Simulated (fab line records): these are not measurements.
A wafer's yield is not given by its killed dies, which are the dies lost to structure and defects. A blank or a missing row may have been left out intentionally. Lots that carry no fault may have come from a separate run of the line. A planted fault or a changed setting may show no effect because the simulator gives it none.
Chamber matching || flow sky130 || 3 sister chambers for SKY_PASSIVATION_CVD_02 on pecvd-01
The step deposits Si3N4, target thk 540 nm. 20 wafers are shown with their chamber, then 10 later ones without.

== WAFERS PAIRED WITH THEIR CHAMBERS ==
{"wafer": "L074.1", "chamber": 0, "heaterPowerW (W)": 776, "heaterPowerOuterW (W)": 508}
{"wafer": "L074.2", "chamber": 2, "heaterPowerW (W)": 650, "heaterPowerOuterW (W)": 438}
{"wafer": "L074.5", "chamber": 0, "heaterPowerW (W)": 862, "heaterPowerOuterW (W)": 551}
{"wafer": "L077.2", "chamber": 1, "heaterPowerW (W)": 798, "heaterPowerOuterW (W)": 478}
{"wafer": "L077.5", "chamber": 2, "heaterPowerW (W)": 669, "heaterPowerOuterW (W)": 453}
{"wafer": "L077.6", "chamber": 1, "heaterPowerW (W)": 889, "heaterPowerOuterW (W)": 537}
{"wafer": "L079.1", "chamber": 1, "heaterPowerW (W)": 929, "heaterPowerOuterW (W)": 569}
{"wafer": "L079.2", "chamber": 0, "heaterPowerW (W)": 901, "heaterPowerOuterW (W)": 609}
{"wafer": "L079.4", "chamber": 0, "heaterPowerW (W)": 762, "heaterPowerOuterW (W)": 480}
{"wafer": "L081.2", "chamber": 1, "heaterPowerW (W)": 812, "heaterPowerOuterW (W)": 484}
{"wafer": "L081.3", "chamber": 0, "heaterPowerW (W)": 761, "heaterPowerOuterW (W)": 505}
{"wafer": "L081.6", "chamber": 1, "heaterPowerW (W)": 867, "heaterPowerOuterW (W)": 522}
{"wafer": "L083.3", "chamber": 2, "heaterPowerW (W)": 690, "heaterPowerOuterW (W)": 450}
{"wafer": "L083.4", "chamber": 1, "heaterPowerW (W)": 978, "heaterPowerOuterW (W)": 613}
{"wafer": "L083.6", "chamber": 0, "heaterPowerW (W)": 871, "heaterPowerOuterW (W)": 563}
{"wafer": "L086.1", "chamber": 0, "heaterPowerW (W)": 870, "heaterPowerOuterW (W)": 566}
{"wafer": "L086.2", "chamber": 2, "heaterPowerW (W)": 687, "heaterPowerOuterW (W)": 436}
{"wafer": "L086.6", "chamber": 2, "heaterPowerW (W)": 686, "heaterPowerOuterW (W)": 457}
{"wafer": "L087.1", "chamber": 1, "heaterPowerW (W)": 856, "heaterPowerOuterW (W)": 531}
{"wafer": "L087.2", "chamber": 2, "heaterPowerW (W)": 684, "heaterPowerOuterW (W)": 445}

SIGNATURES (means of the wafers above)
{"reading": "heaterPowerW", "chamber 0": 829.00, "chamber 1": 875.57, "chamber 2": 677.67, "scatter within a chamber": 52.5}
{"reading": "heaterPowerOuterW", "chamber 0": 540.29, "chamber 1": 533.43, "chamber 2": 446.50, "scatter within a chamber": 38.8}
Rule: distance of a wafer from a chamber = root of the sum over the readings of ((wafer's reading minus chamber's mean) / reading's scatter) squared. The wafer belongs to the nearest chamber; if the next one is less than 2 further off, it can't be placed. The scatter is the square root of a quotient: the sum, over the shown wafers, of each reading's squared deviation from its chamber's mean, divided by wafers minus chambers.

== WAFERS WHOSE CHAMBER IS MISSING ==
{"wafer": "L087.4", "heaterPowerW (W)": 894, "heaterPowerOuterW (W)": 546}
{"wafer": "L088.4", "heaterPowerW (W)": 902, "heaterPowerOuterW (W)": 593}
{"wafer": "L088.5", "heaterPowerW (W)": 553, "heaterPowerOuterW (W)": 358}
{"wafer": "L088.6", "heaterPowerW (W)": 928, "heaterPowerOuterW (W)": 559}
{"wafer": "L089.1", "heaterPowerW (W)": 867, "heaterPowerOuterW (W)": 515}
{"wafer": "L089.3", "heaterPowerW (W)": 894, "heaterPowerOuterW (W)": 570}
{"wafer": "L089.6", "heaterPowerW (W)": 925, "heaterPowerOuterW (W)": 592}
{"wafer": "L091.3", "heaterPowerW (W)": 908, "heaterPowerOuterW (W)": 590}
{"wafer": "L091.4", "heaterPowerW (W)": 603, "heaterPowerOuterW (W)": 389}
{"wafer": "L091.5", "heaterPowerW (W)": 915, "heaterPowerOuterW (W)": 603}

== THE CHAMBER EACH PASSED THROUGH ==
{"wafer": "L087.4", "from the rows above": "can't be placed: 1 or 0", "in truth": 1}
{"wafer": "L088.4", "from the rows above": "can't be placed: 1 or 0", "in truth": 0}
{"wafer": "L088.5", "from the rows above": 2, "in truth": 2}
{"wafer": "L088.6", "from the rows above": "can't be placed: 1 or 0", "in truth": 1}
{"wafer": "L089.1", "from the rows above": "can't be placed: 1 or 0", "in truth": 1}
{"wafer": "L089.3", "from the rows above": "can't be placed: 1 or 0", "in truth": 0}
{"wafer": "L089.6", "from the rows above": "can't be placed: 1 or 0", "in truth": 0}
{"wafer": "L091.3", "from the rows above": "can't be placed: 1 or 0", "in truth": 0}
{"wafer": "L091.4", "from the rows above": 2, "in truth": 2}
{"wafer": "L091.5", "from the rows above": "can't be placed: 1 or 0", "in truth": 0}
Correct placement for 2 of the 10. Not placeable from these rows: 8 (in 8, the candidates include the true chamber). Wrongly placed: 0.
